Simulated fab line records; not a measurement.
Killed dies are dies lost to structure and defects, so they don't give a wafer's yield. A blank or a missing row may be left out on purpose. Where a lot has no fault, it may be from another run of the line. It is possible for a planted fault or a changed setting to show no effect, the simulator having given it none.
Chamber matching ; flow sky130 ; rie diel-02 running SKY_VIA2_ETCH_15: 4 sister chambers
The step etches SiO2 in C4F8/O2/Ar, stops on TiN, target depth 546 nm, time 84 s. 8 wafers are shown with their chamber, then 7 later ones without.

WAFERS WITH THEIR CHAMBER
wafer;chamber;chamber pressure mTorr (mTorr);oes product au (a.u.)
L078.3;2;39.99;0.940
L079.5;0;39.98;0.939
L080.5;1;39.99;0.943
L087.2;3;39.93;0.936
L087.5;0;39.95;0.932
L087.6;1;39.94;0.939
L092.2;2;40.10;0.936
L092.4;3;40.01;0.936

WAFERS WITH NO CHAMBER GIVEN
wafer;chamber pressure mTorr (mTorr);oes product au (a.u.)
L092.5;39.95;0.939
L091.2;40.05;0.929
L091.4;40.04;0.931
L091.5;40.04;0.934
L096.1;40.02;0.947
L096.2;40.02;0.937
L096.5;39.98;0.945

WHICH CHAMBER EACH WENT THROUGH
wafer;from the rows above;in truth
L092.5;can't be placed: 1 or 3 or 0 or 2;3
L091.2;can't be placed: 0 or 3 or 2 or 1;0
L091.4;can't be placed: 0 or 3 or 2 or 1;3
L091.5;can't be placed: 2 or 3 or 0 or 1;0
L096.1;can't be placed: 1 or 2 or 3 or 0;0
L096.2;can't be placed: 2 or 3 or 0 or 1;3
L096.5;can't be placed: 1 or 2 or 3 or 0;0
Placed correctly: 0 of 7. Can't be placed from these rows: 7 (the true chamber is among the candidates in 7). Wrongly placed: 0.
How it was worked out, from the rows above alone: a wafer's distance from a chamber is the root of the sum, over the readings, of the square of ((its reading less the chamber's mean) divided by the reading's scatter). The wafer belongs to the nearest chamber; if the next one is less than 2 further off, it can't be placed. For every chamber, the mean is computed from those of its wafers that are shown. The scatter: the root of (the sum of the squares of (reading less its chamber's mean) over the shown wafers, divided by (wafers less chambers)).
